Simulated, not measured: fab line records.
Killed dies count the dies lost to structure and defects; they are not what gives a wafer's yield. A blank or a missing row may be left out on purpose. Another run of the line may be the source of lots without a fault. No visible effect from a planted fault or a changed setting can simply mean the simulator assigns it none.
fab line records	flow sky130
record lots=24	wafers=72	lastDay=50
route steps=708 shown POLY_GATE@205 LDD_LDN@302 CONTACT@406
lots untouched by any fault: they come from a run of this same line in which no faults occurred
startH: start of the lot's first displayed wafer, in hours after the record's first day	waitH: how many hours have passed since the lot's step before this one	" repeats the value in the row above	L1.1+2: a row that stands for several wafers	- no value, or no start was given	* or withheld: withheld	< > ~ a bound
route shown NAME@n: a module of which the file shows steps, and the number in the route of the first	usual: mean and standard deviation over wafers with no fault	same: alike in all rows	chamber/n: place in a boat	sites: the reading at each site	_std_site: their standard deviation	_edge_site: outer sites' mean less inner sites'	radiusMm: for every site, how far away it sits from the centre of the wafer	mask NAME#n: copy n	behind: the most recent tool/chamber to have shaped the wafer	hold: the reason the lot was held/the length of the hold in hours/how it ended	device: which transistor (n, p or np) failed to switch	end of line: tests of these same wafers at the route's end	a step with no rows: only its recipe	killed: the dies lost at the first sort to structure and to defects; this is not the yield of the wafer	map: the dies of a wafer, with x for killed, . for not killed, _ for no die there
set.NAME: the setting that was run; set.NAME@STEP: the one run at that earlier step	model.NAME: the simulator's own value behind a step, which no gauge read
route steps across a sampled set of lots; one table per step, one row per wafer
services: from which hour (startH, from the record's first day; less than 0 if before it) a tool's chamber was out of use, for how many hours, and why
## steps
# step SKY_POLY_GATE_THK_MEAS_01
# recipe reads=poly-Si_of_POLY_GATE_CVD_00
# usual POLY_GATE_CVD_00_THK=179.6/1.7
lot.wafer	tool	chamber	startH	waitH	POLY_GATE_CVD_00_THK[nm]
L074.1	filmMetro-02	-	309.24	0.0	180.6
L074.3	"	-	"	"	178.9
L074.4	"	-	"	"	179.0
L075.1	filmMetro-02	-	314.25	0.0	179.6
L075.3	"	-	"	"	178.6
L075.4	"	-	"	"	178.0
L076.3	filmMetro-02	-	327.20	0.0	181.0
L076.4	"	-	"	"	180.5
L076.6	"	-	"	"	181.6
L077.1	filmMetro-02	-	332.14	0.0	180.9
L077.5	"	-	"	"	179.4
L077.6	"	-	"	"	180.0
L078.1	filmMetro-01	-	348.93	0.0	183.6
L078.4	"	-	"	"	181.4
L078.5	"	-	"	"	183.5
L079.1	filmMetro-01	-	351.96	0.0	179.3
L079.4	"	-	"	"	180.3
L079.5	"	-	"	"	181.3
L080.4	filmMetro-04	-	362.43	0.0	179.1
L080.5	"	-	"	"	179.6
L080.6	"	-	"	"	178.9
L081.1	filmMetro-01	-	370.63	0.0	178.0
L081.2	"	-	"	"	176.9
L081.3	"	-	"	"	177.4
L082.1	filmMetro-04	-	374.64	0.0	183.6
L082.3	"	-	"	"	181.9
L082.6	"	-	"	"	180.6
L083.1	filmMetro-02	-	389.02	0.0	179.8
L083.2	"	-	"	"	179.6
L083.6	"	-	"	"	180.6
L084.1	filmMetro-04	-	389.02	0.0	179.8
L084.3	"	-	"	"	177.6
L084.4	"	-	"	"	179.0
L085.4	filmMetro-01	-	399.87	0.0	181.1
L085.5	"	-	"	"	179.9
L085.6	"	-	"	"	180.1
L086.1	filmMetro-01	-	414.17	0.0	179.3
L086.3	"	-	"	"	180.0
L086.6	"	-	"	"	179.5
L087.1	filmMetro-02	-	419.68	0.0	180.4
L087.2	"	-	"	"	179.7
L087.6	"	-	"	"	180.6
L088.2	filmMetro-01	-	427.57	0.0	176.9
L088.3	"	-	"	"	175.7
L088.5	"	-	"	"	176.4
L089.1	filmMetro-01	-	436.56	0.0	176.8
L089.2	"	-	"	"	179.1
L089.6	"	-	"	"	178.4
L090.1	filmMetro-04	-	449.10	0.0	178.7
L090.3	"	-	"	"	178.8
L090.6	"	-	"	"	180.2
L091.3	filmMetro-04	-	463.94	0.0	182.5
L091.4	"	-	"	"	182.0
L091.5	"	-	"	"	181.3
L093.1	filmMetro-02	-	479.47	0.0	181.0
L093.2	"	-	"	"	181.1
L093.3	"	-	"	"	180.6
L092.2	filmMetro-01	-	479.48	0.0	178.9
L092.3	"	-	"	"	181.4
L092.5	"	-	"	"	179.5
L095.1	filmMetro-01	-	484.41	0.0	180.6
L095.2	"	-	"	"	180.2
L095.4	"	-	"	"	178.6
L094.2	filmMetro-02	-	489.98	0.0	177.1
L094.4	"	-	"	"	176.3
L094.6	"	-	"	"	177.7
L096.1	filmMetro-02	-	497.97	0.0	177.4
L096.4	"	-	"	"	179.2
L096.5	"	-	"	"	178.6
L097.1	filmMetro-02	-	508.90	0.0	178.8
L097.4	"	-	"	"	179.0
L097.6	"	-	"	"	179.0
# step SKY_LDD_LDN_TW_MEAS_13
# usual LDD_LDN_TW=1480/10
lot.wafer	tool	chamber	startH	waitH	LDD_LDN_TW
L074.1	filmMetro-02	-	518.79	0.1	1484
L074.3	"	-	"	"	1486
L074.4	"	-	"	"	1481
L075.1	filmMetro-02	-	523.99	0.1	1478
L075.3	"	-	"	"	1487
L075.4	"	-	"	"	1484
L076.3	filmMetro-03	-	543.24	0.1	1466
L076.4	"	-	"	"	1465
L076.6	"	-	"	"	1472
L077.1	filmMetro-03	-	548.57	0.1	1454
L077.5	"	-	"	"	1460
L077.6	"	-	"	"	1457
L078.1	filmMetro-02	-	566.79	0.1	1466
L078.4	"	-	"	"	1461
L078.5	"	-	"	"	1472
L079.1	filmMetro-04	-	567.69	0.1	1489
L079.4	"	-	"	"	1494
L079.5	"	-	"	"	1493
L080.4	filmMetro-02	-	579.67	0.1	1476
L080.5	"	-	"	"	1479
L080.6	"	-	"	"	1482
L081.1	filmMetro-03	-	586.89	0.1	1475
L081.2	"	-	"	"	1485
L081.3	"	-	"	"	1484
L082.1	filmMetro-02	-	593.97	0.1	1483
L082.3	"	-	"	"	1473
L082.6	"	-	"	"	1490
L083.1	filmMetro-02	-	607.74	0.1	1474
L083.2	"	-	"	"	1482
L083.6	"	-	"	"	1478
L084.1	filmMetro-02	-	608.97	0.1	1486
L084.3	"	-	"	"	1482
L084.4	"	-	"	"	1480
L085.4	filmMetro-04	-	617.12	0.1	1500
L085.5	"	-	"	"	1506
L085.6	"	-	"	"	1505
L086.1	filmMetro-03	-	630.84	0.1	1475
L086.3	"	-	"	"	1479
L086.6	"	-	"	"	1474
L087.1	filmMetro-02	-	636.84	0.1	1474
L087.2	"	-	"	"	1481
L087.6	"	-	"	"	1480
L088.2	filmMetro-02	-	641.78	0.1	1471
L088.3	"	-	"	"	1468
L088.5	"	-	"	"	1471
L089.1	filmMetro-02	-	653.49	0.1	1475
L089.2	"	-	"	"	1474
L089.6	"	-	"	"	1477
L090.1	filmMetro-03	-	663.67	0.1	1469
L090.3	"	-	"	"	1485
L090.6	"	-	"	"	1473
L091.3	filmMetro-03	-	674.96	0.1	1476
L091.4	"	-	"	"	1472
L091.5	"	-	"	"	1478
L093.1	filmMetro-04	-	691.34	0.1	1491
L093.2	"	-	"	"	1508
L093.3	"	-	"	"	1501
L092.2	filmMetro-03	-	692.25	0.1	1473
L092.3	"	-	"	"	1473
L092.5	"	-	"	"	1470
L095.1	filmMetro-02	-	694.49	0.1	1474
L095.2	"	-	"	"	1478
L095.4	"	-	"	"	1490
L094.2	filmMetro-04	-	701.95	0.1	1497
L094.4	"	-	"	"	1493
L094.6	"	-	"	"	1494
L096.1	filmMetro-02	-	705.59	0.1	1477
L096.4	"	-	"	"	1485
L096.5	"	-	"	"	1472
L097.1	filmMetro-02	-	718.54	0.1	1484
L097.4	"	-	"	"	1481
L097.6	"	-	"	"	1478
# step SKY_CONTACT_CVD_00
# recipe material=Si3N4	targetThkNm=75	tempC=400	timeS=withheld	rfW=450
# usual heaterPowerW=696/89	susceptorTempC=400.03/0.23
lot.wafer	tool	chamber	startH	waitH	heaterPowerW	susceptorTempC
L074.1	pecvd-01	1	700.88	0.0	671	399.99
L074.3	"	0	"	"	653	399.78
L074.4	"	1	"	"	667	400.18
L075.1	pecvd-01	0	705.06	0.0	564	399.98
L075.3	"	1	"	"	614	400.05
L075.4	"	2	"	"	685	400.37
L076.3	pecvd-03	2	726.19	0.0	732	400.17
L076.4	"	1	"	"	856	400.00
L076.6	"	0	"	"	791	400.01
L077.1	pecvd-04	2	728.34	0.0	788	400.45
L077.5	"	2	"	"	803	400.12
L077.6	"	0	"	"	829	400.20
L078.1	pecvd-01	0	743.27	0.0	565	400.07
L078.4	"	0	"	"	555	399.96
L078.5	"	2	"	"	634	400.31
L079.1	pecvd-01	1	757.40	0.0	548	400.15
L079.4	"	0	"	"	648	399.83
L079.5	"	2	"	"	677	400.24
L080.4	pecvd-04	0	757.49	0.0	721	400.28
L080.5	"	2	"	"	702	399.95
L080.6	"	1	"	"	628	399.62
L081.1	pecvd-03	0	759.95	0.0	780	400.31
L081.2	"	2	"	"	739	400.31
L081.3	"	1	"	"	808	400.16
L082.1	pecvd-01	1	765.53	0.0	665	400.17
L082.3	"	2	"	"	662	399.59
L082.6	"	0	"	"	636	399.90
L083.1	pecvd-04	0	778.70	0.0	836	399.66
L083.2	"	1	"	"	694	400.56
L083.6	"	1	"	"	695	400.62
L084.1	pecvd-01	1	780.62	0.0	663	400.08
L084.3	"	0	"	"	586	400.18
L084.4	"	1	"	"	650	400.19
L085.4	pecvd-03	0	788.91	0.0	762	399.95
L085.5	"	2	"	"	708	399.98
L085.6	"	1	"	"	826	400.24
L086.1	pecvd-01	1	800.27	0.0	561	399.60
L086.3	"	2	"	"	681	400.01
L086.6	"	1	"	"	584	399.73
L087.1	pecvd-04	0	807.31	0.0	863	400.07
L087.2	"	1	"	"	714	399.64
L087.6	"	2	"	"	803	399.81
L088.2	pecvd-01	1	811.15	0.0	665	399.22
L088.3	"	2	"	"	623	399.98
L088.5	"	1	"	"	653	399.51
L089.1	pecvd-01	0	819.31	0.0	552	400.15
L089.2	"	2	"	"	606	400.14
L089.6	"	0	"	"	588	400.18
L090.1	pecvd-04	2	830.51	0.0	696	400.31
L090.3	"	0	"	"	724	399.54
L090.6	"	0	"	"	736	399.76
L091.3	pecvd-03	1	840.92	0.0	845	399.71
L091.4	"	2	"	"	621	399.72
L091.5	"	0	"	"	818	400.35
L092.2	pecvd-04	2	861.73	0.0	744	400.13
L092.3	"	1	"	"	606	399.84
L092.5	"	1	"	"	606	400.07
L093.1	pecvd-03	0	862.03	0.0	868	400.19
L093.2	"	2	"	"	699	400.19
L093.3	"	1	"	"	812	400.32
L095.1	pecvd-01	0	863.83	0.0	607	400.35
L095.2	"	1	"	"	661	400.00
L095.4	"	2	"	"	638	400.03
L094.2	pecvd-04	0	865.16	0.0	822	399.94
L094.4	"	0	"	"	837	399.70
L094.6	"	1	"	"	616	400.45
L096.1	pecvd-01	2	870.00	0.0	579	400.21
L096.4	"	1	"	"	663	400.11
L096.5	"	0	"	"	613	399.93
L097.1	pecvd-04	1	880.88	0.0	698	400.03
L097.4	"	0	"	"	834	400.11
L097.6	"	1	"	"	722	399.95
# step SKY_CONTACT_ETCH_16
# recipe chemistry=N2/H2	target=BARC	ionEnergyEv=200	sourceW=500	biasW=100	pressureMtorr=30	n2FlowSccm=100	h2FlowSccm=200	stopOn=SiO2	timeS=45.9	targetDepthA=600
# usual chamberPressureMTorr=29.998/0.026	drypumpMotorCurrentA=5.99/0.29	oesProductAu=0.855/0.0051	throttleValvePct=13.225/0.0094
lot.wafer	tool	chamber	startH	waitH	chamberPressureMTorr	drypumpMotorCurrentA	oesProductAu	rfHoursCounterH	throttleValvePct
L074.1	rieDiel-01	2	729.31	0.0	30.023	5.60	0.861	9	13.247
L074.3	"	1	"	"	30.005	6.17	0.858	7	13.222
L074.4	"	0	"	"	29.979	5.67	0.852	5	13.215
L075.1	rieDiel-01	2	732.74	0.0	30.051	5.60	0.852	10	13.222
L075.3	"	3	"	"	30.009	6.24	0.852	4	13.232
L075.4	"	1	"	"	30.002	6.17	0.857	8	13.225
L076.3	rieDiel-02	2	753.64	0.0	30.011	5.84	0.852	16	13.222
L076.4	"	0	"	"	29.949	5.73	0.861	7	13.213
L076.6	"	3	"	"	29.990	6.50	0.857	-	13.219
L077.1	rieDiel-03	2	756.01	0.0	30.012	6.37	0.850	15	13.225
L077.5	"	2	"	"	29.984	6.36	0.861	-	13.220
L077.6	"	1	"	"	30.025	6.24	0.859	-	13.223
L078.1	rieDiel-01	1	771.29	0.0	30.040	6.16	0.849	9	13.230
L078.4	"	3	"	"	29.962	6.23	0.855	5	13.211
L078.5	"	1	"	"	30.027	6.17	0.848	-	13.230
L079.1	rieDiel-03	2	784.39	0.0	30.008	6.36	0.845	15	13.230
L079.4	"	3	"	"	29.993	5.99	0.843	20	13.222
L079.5	"	0	"	"	30.005	5.86	0.859	-	13.238
L080.4	rieDiel-01	0	785.21	0.0	29.988	5.68	0.851	6	13.231
L080.5	"	3	"	"	29.964	6.24	0.866	-	13.222
L080.6	"	0	"	"	29.993	5.65	0.857	-	13.238
L081.1	rieDiel-03	1	787.26	0.0	29.977	6.21	0.856	11	13.224
L081.2	"	2	"	"	30.058	6.36	0.860	15	13.219
L081.3	"	3	"	"	30.003	6.04	0.851	20	13.222
L082.1	rieDiel-02	0	792.69	0.0	29.958	5.71	0.853	8	13.225
L082.3	"	1	"	"	30.007	5.81	0.864	1	13.234
L082.6	"	3	"	"	30.059	6.51	0.863	-	13.228
L083.1	rieDiel-02	1	806.26	0.0	29.957	5.81	0.856	2	13.235
L083.2	"	3	"	"	29.984	6.51	0.849	7	13.208
L083.6	"	2	"	"	29.945	5.83	0.859	-	13.224
L084.1	rieDiel-03	0	807.24	0.0	29.991	5.84	0.853	30	13.212
L084.3	"	3	"	"	29.996	6.00	0.854	20	13.225
L084.4	"	2	"	"	30.000	6.34	0.854	16	13.229
L085.4	rieDiel-02	2	815.89	0.0	29.998	5.83	0.853	18	13.217
L085.5	"	0	"	"	29.994	5.72	0.858	-	13.222
L085.6	"	3	"	"	30.008	6.50	0.850	-	13.239
L086.1	rieDiel-01	2	826.19	0.0	30.001	5.64	0.859	13	13.220
L086.3	"	3	"	"	30.019	6.23	0.847	7	13.230
L086.6	"	3	"	"	29.993	6.23	0.860	-	13.233
L087.1	rieDiel-02	0	834.29	0.0	30.013	5.71	0.855	9	13.227
L087.2	"	2	"	"	30.018	5.83	0.861	18	13.220
L087.6	"	1	"	"	30.028	5.80	0.853	-	13.219
L088.2	rieDiel-03	2	837.41	0.0	29.997	6.35	0.853	17	13.214
L088.3	"	0	"	"	30.013	5.86	0.861	31	13.226
L088.5	"	1	"	"	30.010	6.21	0.856	-	13.239
L089.1	rieDiel-01	0	847.01	0.0	30.007	5.66	0.847	8	13.221
L089.2	"	3	"	"	29.993	6.25	0.850	7	13.224
L089.6	"	2	"	"	30.012	5.58	0.854	-	13.222
L090.1	rieDiel-02	0	857.46	0.0	30.017	5.72	0.846	10	13.246
L090.3	"	1	"	"	29.980	5.78	0.850	4	13.208
L090.6	"	2	"	"	30.021	5.81	0.851	-	13.215
L091.3	rieDiel-01	0	867.89	0.0	30.031	5.67	0.858	9	13.224
L091.4	"	2	"	"	30.026	5.54	0.853	-	13.248
L091.5	"	0	"	"	29.990	5.67	0.854	-	13.211
L092.2	rieDiel-01	0	888.34	0.0	30.038	5.69	0.855	10	13.222
L092.3	"	3	"	"	29.973	6.23	0.856	9	13.212
L092.5	"	3	"	"	29.994	6.23	0.844	-	13.226
L093.1	rieDiel-03	2	888.69	0.0	30.004	6.38	0.857	19	13.217
L093.2	"	3	"	"	30.005	6.04	0.851	23	13.231
L093.3	"	1	"	"	29.947	6.20	0.854	15	13.222
L095.1	rieDiel-03	2	891.01	0.0	30.004	6.37	0.857	19	13.241
L095.2	"	1	"	"	30.015	6.20	0.852	15	13.218
L095.4	"	0	"	"	29.975	5.84	0.848	1	13.228
L094.2	rieDiel-03	1	892.04	0.0	29.992	6.21	0.856	15	13.211
L094.4	"	0	"	"	30.011	5.84	0.850	1	13.234
L094.6	"	3	"	"	29.990	6.01	0.853	-	13.242
L096.1	rieDiel-03	0	897.09	0.0	30.023	5.85	0.857	1	13.230
L096.4	"	2	"	"	29.994	6.36	0.847	20	13.238
L096.5	"	3	"	"	29.958	6.00	0.857	-	13.217
L097.1	rieDiel-01	0	907.01	0.0	29.976	5.67	0.850	11	13.226
L097.4	"	3	"	"	29.984	6.22	0.857	-	13.230
L097.6	"	0	"	"	30.004	5.67	0.847	-	13.233
# step SKY_CONTACT_ETCH_17
# recipe target=SiO2	chemistry=C4F8/O2/Ar	stopOn=Si3N4	maskMaterial=KrF-thick	sourceW=1500	biasW=1200	pressureMtorr=40	c4f8FlowSccm=withheld	O2_flow_sccm=6	Ar_flow_sccm=300	timeS=withheld	targetDepthA=3400
# usual chamberPressureMTorr=40.00/0.041	oesProductAu=0.891/0.0043
lot.wafer	tool	chamber	startH	waitH	chamberPressureMTorr	oesProductAu
L074.1	rieDiel-01	2	729.35	0.0	39.99	0.889
L074.3	"	1	"	"	40.08	0.890
L074.4	"	0	"	"	39.97	0.893
L075.1	rieDiel-01	2	732.78	0.0	39.98	0.891
L075.3	"	3	"	"	40.00	0.893
L075.4	"	1	"	"	39.98	0.895
L076.3	rieDiel-02	2	753.68	0.0	39.99	0.895
L076.4	"	0	"	"	39.95	0.896
L076.6	"	3	"	"	40.02	0.900
L077.1	rieDiel-03	2	756.05	0.0	39.94	0.893
L077.5	"	2	"	"	39.99	0.895
L077.6	"	1	"	"	40.05	0.897
L078.1	rieDiel-01	1	771.33	0.0	39.97	0.887
L078.4	"	3	"	"	39.97	0.888
L078.5	"	1	"	"	40.02	0.892
L079.1	rieDiel-03	2	784.43	0.0	39.91	0.892
L079.4	"	3	"	"	40.02	0.880
L079.5	"	0	"	"	40.03	0.890
L080.4	rieDiel-01	0	785.25	0.0	40.12	0.893
L080.5	"	3	"	"	39.93	0.890
L080.6	"	0	"	"	39.98	0.895
L081.1	rieDiel-03	1	787.30	0.0	40.00	0.885
L081.2	"	2	"	"	39.96	0.895
L081.3	"	3	"	"	40.01	0.900
L082.1	rieDiel-02	0	792.73	0.0	40.01	0.886
L082.3	"	1	"	"	40.01	0.891
L082.6	"	3	"	"	39.99	0.888
L083.1	rieDiel-02	1	806.30	0.0	40.00	0.896
L083.2	"	3	"	"	39.97	0.893
L083.6	"	2	"	"	39.98	0.895
L084.1	rieDiel-03	0	807.28	0.0	40.03	0.898
L084.3	"	3	"	"	40.00	0.894
L084.4	"	2	"	"	40.01	0.898
L085.4	rieDiel-02	2	815.93	0.0	40.02	0.890
L085.5	"	0	"	"	40.03	0.900
L085.6	"	3	"	"	40.01	0.888
L086.1	rieDiel-01	2	826.23	0.0	39.99	0.890
L086.3	"	3	"	"	39.95	0.898
L086.6	"	3	"	"	39.95	0.892
L087.1	rieDiel-02	0	834.33	0.0	40.02	0.893
L087.2	"	2	"	"	40.10	0.892
L087.6	"	1	"	"	39.97	0.894
L088.2	rieDiel-03	2	837.45	0.0	40.07	0.895
L088.3	"	0	"	"	39.95	0.891
L088.5	"	1	"	"	39.96	0.894
L089.1	rieDiel-01	0	847.05	0.0	40.05	0.888
L089.2	"	3	"	"	40.04	0.895
L089.6	"	2	"	"	39.97	0.891
L090.1	rieDiel-02	0	857.50	0.0	39.96	0.888
L090.3	"	1	"	"	39.99	0.888
L090.6	"	2	"	"	40.01	0.894
L091.3	rieDiel-01	0	867.93	0.0	40.05	0.891
L091.4	"	2	"	"	40.05	0.892
L091.5	"	0	"	"	40.04	0.895
L092.2	rieDiel-01	0	888.38	0.0	39.97	0.894
L092.3	"	3	"	"	40.02	0.887
L092.5	"	3	"	"	39.98	0.884
L093.1	rieDiel-03	2	888.73	0.0	39.93	0.885
L093.2	"	3	"	"	39.99	0.891
L093.3	"	1	"	"	39.95	0.893
L095.1	rieDiel-03	2	891.05	0.0	40.05	0.891
L095.2	"	1	"	"	40.00	0.897
L095.4	"	0	"	"	40.06	0.897
L094.2	rieDiel-03	1	892.08	0.0	39.97	0.886
L094.4	"	0	"	"	40.03	0.890
L094.6	"	3	"	"	39.95	0.896
L096.1	rieDiel-03	0	897.13	0.0	40.04	0.895
L096.4	"	2	"	"	39.99	0.891
L096.5	"	3	"	"	40.01	0.886
L097.1	rieDiel-01	0	907.05	0.0	39.96	0.891
L097.4	"	3	"	"	39.92	0.888
L097.6	"	0	"	"	40.04	0.891
# step SKY_CONTACT_SPUTTER_23
# recipe material=TiN	targetThkNm=20	chamberPressurePa=5	powerW=4000	timeS=80
# usual throttleValvePct=29.6/0.97
lot.wafer	tool	chamber	startH	waitH	throttleValvePct
L074.1	pvdSputter-02	-	730.07	0.0	28.7
L074.3	"	-	"	"	29.4
L074.4	"	-	"	"	28.5
L075.1	pvdSputter-04	-	733.47	0.0	29.0
L075.3	"	-	"	"	30.1
L075.4	"	-	"	"	30.1
L076.3	pvdSputter-03	-	754.36	0.0	31.8
L076.4	"	-	"	"	29.3
L076.6	"	-	"	"	29.6
L077.1	pvdSputter-02	-	756.73	0.0	29.3
L077.5	"	-	"	"	30.3
L077.6	"	-	"	"	28.5
L078.1	pvdSputter-02	-	772.14	0.0	28.8
L078.4	"	-	"	"	30.2
L078.5	"	-	"	"	28.3
L079.1	pvdSputter-03	-	785.13	0.0	31.9
L079.4	"	-	"	"	29.1
L079.5	"	-	"	"	29.0
L080.4	pvdSputter-02	-	785.95	0.0	30.4
L080.5	"	-	"	"	28.3
L080.6	"	-	"	"	29.4
L081.1	pvdSputter-03	-	788.02	0.0	31.7
L081.2	"	-	"	"	29.1
L081.3	"	-	"	"	29.3
L082.1	pvdSputter-04	-	793.43	0.0	31.6
L082.3	"	-	"	"	30.3
L082.6	"	-	"	"	28.9
L083.1	pvdSputter-03	-	807.07	0.0	29.1
L083.2	"	-	"	"	29.6
L083.6	"	-	"	"	29.4
L084.1	pvdSputter-02	-	808.01	0.0	28.9
L084.3	"	-	"	"	29.9
L084.4	"	-	"	"	29.5
L085.4	pvdSputter-04	-	816.62	0.0	30.2
L085.5	"	-	"	"	29.1
L085.6	"	-	"	"	30.2
L086.1	pvdSputter-02	-	827.00	0.0	30.1
L086.3	"	-	"	"	28.3
L086.6	"	-	"	"	28.7
L087.1	pvdSputter-03	-	835.02	0.0	29.1
L087.2	"	-	"	"	32.1
L087.6	"	-	"	"	29.4
L088.2	pvdSputter-02	-	838.19	0.0	28.6
L088.3	"	-	"	"	30.3
L088.5	"	-	"	"	30.5
L089.1	pvdSputter-03	-	848.13	0.0	32.0
L089.2	"	-	"	"	29.0
L089.6	"	-	"	"	29.5
L090.1	pvdSputter-03	-	858.53	0.0	29.0
L090.3	"	-	"	"	29.6
L090.6	"	-	"	"	29.3
L091.3	pvdSputter-02	-	868.62	0.0	29.4
L091.4	"	-	"	"	28.8
L091.5	"	-	"	"	28.8
L092.2	pvdSputter-03	-	889.11	0.0	29.4
L092.3	"	-	"	"	31.9
L092.5	"	-	"	"	28.9
L093.1	pvdSputter-02	-	889.46	0.0	28.2
L093.2	"	-	"	"	30.5
L093.3	"	-	"	"	29.6
L095.1	pvdSputter-02	-	891.73	0.0	29.6
L095.2	"	-	"	"	28.2
L095.4	"	-	"	"	30.3
L094.2	pvdSputter-02	-	892.80	0.0	29.4
L094.4	"	-	"	"	30.4
L094.6	"	-	"	"	29.3
L096.1	pvdSputter-03	-	897.90	0.0	29.0
L096.4	"	-	"	"	29.3
L096.5	"	-	"	"	28.9
L097.1	pvdSputter-04	-	907.73	0.0	31.8
L097.4	"	-	"	"	30.2
L097.6	"	-	"	"	30.2
## services
tool	chamber	startH	hours	kind
rieDiel-03	3	678.86	3.7	repair
rieDiel-02	2	681.01	9.1	repair
rieDiel-03	1	694.42	11.6	repair
pecvd-01	1	732.35	9.3	repair
rieDiel-03	3	738.98	6.7	repair
pvdSputter-03	-	739.71	3.3	repair
rieDiel-02	2	769.90	23.0	repair
rieDiel-03	-	770.05	0.3	repair
rieDiel-02	3	774.18	4.3	repair
rieDiel-01	0	777.06	1.3	repair
pvdSputter-02	-	788.00	3.3	repair
pecvd-01	-	792.94	2.8	pm
rieDiel-01	1	814.24	116.6	repair
rieDiel-02	3	825.79	18.5	repair
pvdSputter-02	-	834.65	0.7	repair
rieDiel-03	-	842.53	0.2	repair
rieDiel-01	2	850.42	7.2	repair
pecvd-01	1	852.90	6.1	repair
rieDiel-03	3	859.75	11.6	repair
rieDiel-02	1	860.61	5.5	repair
pecvd-01	-	888.41	1.0	repair
pecvd-01	2	895.97	6.2	repair
rieDiel-02	-	897.36	2.8	pm
rieDiel-03	0	903.62	5.7	repair
## key
fault none
